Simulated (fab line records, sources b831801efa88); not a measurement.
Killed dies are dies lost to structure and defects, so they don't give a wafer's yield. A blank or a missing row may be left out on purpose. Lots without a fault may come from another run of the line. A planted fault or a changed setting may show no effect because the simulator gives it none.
One fault seen from 2 desks | flow sky130 | each desk has only its own numbers; what lay behind them comes last

THE METROLOGY DESK
What the gauges read, lot by lot, whatever tool the lot ran on: means of the sampled wafers that have a number. A lot is out of limits, marked OUT, if its mean lies more than 4 standard deviations from the usual mean; the brackets give that distance.
Columns: A = PWDE_TW at SKY_PWDE_TW_MEAS_10, usual 375.3; B = PWDE_RS at SKY_NWELL_RS_MEAS_31, usual 5267 ohm/sq; C = METAL2_OVL at SKY_METAL2_OVL_MEAS_16, usual -2 nm
lot  | first seen here | A               | B              | C
L423 | day 4 01:09     | 376.9           | 5244           | -4
L424 | day 4 06:21     | 376.1           | 5305           | -2
L425 | day 4 10:20     | 376.7           | 5257           | -3
L426 | day 4 12:52     | 377.9           | 5244           | 2
L427 | day 4 16:45     | 376.6           | 5265           | 1
L429 | day 5 02:18     | 378.6           | 5261           | 1
L430 | day 6 01:10     | 375.2           | 5255           | -2
L433 | day 6 07:55     | 374.1           | 5262           | -4
L435 | day 7 10:21     | 376.3           | 5255           | 5
L438 | day 7 18:37     | 403.1 (+17) OUT | 4396 (-46) OUT | -
L440 | day 7 23:43     | 402.7 (+17) OUT | 4403 (-45) OUT | -
L442 | day 8 05:27     | 401.8 (+17) OUT | 4379 (-47) OUT | -
This desk's finding: out of limits on L438, L440, L442; first on L438, day 7 18:37 (PWDE_TW at SKY_PWDE_TW_MEAS_10). In limits: L423, L424, L425, L426, L427, L429, L430, L433, L435.

THE TOOL OWNER'S DESK: implanter-01
The tool's own readings at SKY_PWDE_IMPLANT_08: means of the sampled wafers that have a number, for each lot that ran on this tool. A lot is out of limits, marked OUT, if its mean lies more than 4 standard deviations from the usual mean; the brackets give that distance.
Columns: A = beam_energy_keV at SKY_PWDE_IMPLANT_08, usual 150.00; B = dose_ions_cm2 at SKY_PWDE_IMPLANT_08, usual 3.6e+12; C = faraday_current_uA at SKY_PWDE_IMPLANT_08, usual 20.2
lot  | first seen here | A      | B                         | C
L424 | day 4 06:06     | 150.01 | 3.6e+12                   | 20.1
L427 | day 4 16:30     | 150.05 | 3.6e+12                   | 20.4
L430 | day 6 00:55     | 150.02 | 3.6e+12                   | 20.2
L433 | day 6 07:40     | 150.01 | 3.6e+12                   | 20.1
L435 | day 7 10:06     | 150.02 | 3.6e+12                   | 20.3
L438 | day 7 18:23     | 149.99 | 4.5e+12 (+99 or more) OUT | 25.6 (+13) OUT
L440 | day 7 23:29     | 149.98 | 4.5e+12 (+99 or more) OUT | 25.2 (+12) OUT
L442 | day 8 05:12     | 149.97 | 4.5e+12 (+99 or more) OUT | 25.1 (+12) OUT
This desk's finding: out of limits on L438, L440, L442; first on L438, day 7 18:23 (dose_ions_cm2 at SKY_PWDE_IMPLANT_08). In limits: L424, L427, L430, L433, L435.

PUT TOGETHER
The tool owner's desk could have raised an alarm at day 7 18:23, on L438, L440, L442.
The metrology desk could have raised an alarm at day 7 18:37, on L438, L440, L442.
Of the lots named, all ran SKY_PWDE_IMPLANT_08 on implanter-01.

WHAT THE SIMULATOR HAD PUT IN
Process parameter drift: implanter-01, from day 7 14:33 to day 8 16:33, at SKY_PWDE_IMPLANT_08. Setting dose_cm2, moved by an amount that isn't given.
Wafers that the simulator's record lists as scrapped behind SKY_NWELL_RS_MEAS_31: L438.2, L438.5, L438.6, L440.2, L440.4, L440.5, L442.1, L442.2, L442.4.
Lots struck among those shown: L438, L440, L442.
Hours from the fault's start to each desk's first reading out of limits: the tool owner's desk, 4; the metrology desk, 4.
